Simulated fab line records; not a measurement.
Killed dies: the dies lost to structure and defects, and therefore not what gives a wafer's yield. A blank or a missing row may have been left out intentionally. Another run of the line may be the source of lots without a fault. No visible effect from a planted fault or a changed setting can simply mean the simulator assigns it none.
2 desks looking at one fault :: flow gf180mcu :: each desk holds nothing but its own numbers, with what lay behind them at the end

TOOL OWNER'S DESK, pvd_sputter-02
The tool's own readings at GF_M2_SPUTTER_04 (material TiN, target thk 50 nm, time 41.7 s): means of the sampled wafers that have a number, for each lot that ran on this tool. Any lot whose mean is over 4 standard deviations away from the usual mean is out of limits and marked OUT; that distance is given in the brackets.
Columns: A = cathode_dc_power_W at GF_M2_SPUTTER_04, usual 6500.0 W; B = throttle_valve_pct at GF_M2_SPUTTER_04, usual 30.2 %
lot: L523
first seen here: day 22 13:41
A: 6499.8
B: 29.6

lot: L527
first seen here: day 24 01:54
A: 6499.8
B: 30.4

lot: L531
first seen here: day 24 22:20
A: 6498.9
B: 30.3
This desk's verdict: no lot among the 3 shows anything out of limits.

FROM THE METROLOGY DESK
Lot by lot, what the gauges showed, no matter which tool ran the lot: averages of those sampled wafers that carry a number. Any lot whose mean is over 4 standard deviations away from the usual mean is out of limits and marked OUT; that distance is given in the brackets. It has 9 readings; the 7 that lie furthest out on some lot are the ones shown.
Columns: A = V1_W_RS at GF_V1_RS_MEAS_24, usual 0.331 ohm/sq; B = V1_W_THK at GF_V1_THK_MEAS_25, usual 347 nm; C = M2_ALCU_RS at GF_M2_RS_MEAS_05, usual 0.0697 ohm/sq; D = M2_ALCU_THK at GF_M2_THK_MEAS_06, usual 449 nm; E = cd_nm at GF_M2_CD_MEAS_14, usual 279.7 nm; F = M2_OVL at GF_M2_OVL_MEAS_15, usual 2 nm; G = V2_CVD_00_THK at GF_V2_THK_MEAS_01, usual 601 nm
lot: L515
first seen here: day 18 17:47
A: 0.326
B: 350
C: 0.0688
D: 452
E: 278.9
F: 8
G: 603

lot: L518
first seen here: day 20 10:40
A: 0.337
B: 343
C: 0.0694
D: 451
E: 280.5
F: 0
G: 601

lot: L523
first seen here: day 22 13:01
A: 0.331
B: 344
C: 0.0704
D: 444
E: 278.8
F: 2
G: 607

lot: L527
first seen here: day 24 01:16
A: 0.330
B: 350
C: 0.0695
D: 455
E: 278.0
F: 6
G: 603

lot: L531
first seen here: day 24 21:29
A: 0.335
B: 342
C: 0.0702
D: 446
E: 280.6
F: -1
G: 605

lot: L536
first seen here: day 26 16:20
A: 0.330
B: 347
C: 0.0689
D: 455
E: 278.2
F: 4
G: 600
This desk's verdict: no lot among the 6 shows anything out of limits.

BROUGHT TOGETHER
The desk of the tool owner found nothing out of limits.
From the metrology desk's view, nothing was out of limits.

WHAT THE SIMULATOR HAD INSERTED
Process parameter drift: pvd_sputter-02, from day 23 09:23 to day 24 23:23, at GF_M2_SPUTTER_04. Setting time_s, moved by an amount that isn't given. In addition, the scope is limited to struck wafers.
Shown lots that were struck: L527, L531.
